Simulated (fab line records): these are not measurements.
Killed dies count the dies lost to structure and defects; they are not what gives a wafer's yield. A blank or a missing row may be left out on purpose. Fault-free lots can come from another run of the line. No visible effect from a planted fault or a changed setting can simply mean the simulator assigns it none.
Chamber matching / flow sky130 / SKY_VIA1_ETCH_14 on rie diel-03 has 4 sister chambers
The step etches BARC in N2/H2, stops on SiO2, time 45.9 s, target depth 60 nm. 4 wafers are shown with their chamber, then 7 later ones without.

WAFERS WITH THEIR CHAMBER
wafer=L082.3; chamber=2; drypump motor current A (A)=5.2
wafer=L088.2; chamber=3; drypump motor current A (A)=5.2
wafer=L093.1; chamber=1; drypump motor current A (A)=5.5
wafer=L093.3; chamber=0; drypump motor current A (A)=5.3

WAFERS WITH NO CHAMBER GIVEN
wafer=L093.4; drypump motor current A (A)=5.2
wafer=L095.4; drypump motor current A (A)=5.1
wafer=L095.5; drypump motor current A (A)=5.5
wafer=L095.6; drypump motor current A (A)=5.2
wafer=L096.1; drypump motor current A (A)=5.5
wafer=L096.2; drypump motor current A (A)=5.2
wafer=L096.3; drypump motor current A (A)=5.2

THE CHAMBER EACH PASSED THROUGH
wafer=L093.4; from the rows above=can't be placed: 2 or 3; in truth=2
wafer=L095.4; from the rows above=can't be placed: 2 or 3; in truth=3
wafer=L095.5; from the rows above=1; in truth=1
wafer=L095.6; from the rows above=can't be placed: 2 or 3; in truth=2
wafer=L096.1; from the rows above=1; in truth=1
wafer=L096.2; from the rows above=can't be placed: 2 or 3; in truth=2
wafer=L096.3; from the rows above=can't be placed: 2 or 3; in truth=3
Placed correctly: 2 of 7. Can't be placed from these rows: 5 (the true chamber is among the candidates in 5). Placed wrongly: 0.
How it was worked out, from the rows above alone: a wafer's distance from a chamber is the root of the sum, over the readings, of the square of ((its reading less the chamber's mean) divided by the reading's scatter). The wafer belongs to the nearest chamber; if the next one is less than 2 further off, it can't be placed. Each chamber's mean is taken over the wafers shown for it. The scatter (one wafer shown for each chamber): square how far every hidden wafer sits from the nearest shown wafer, average those squares and take the square root.
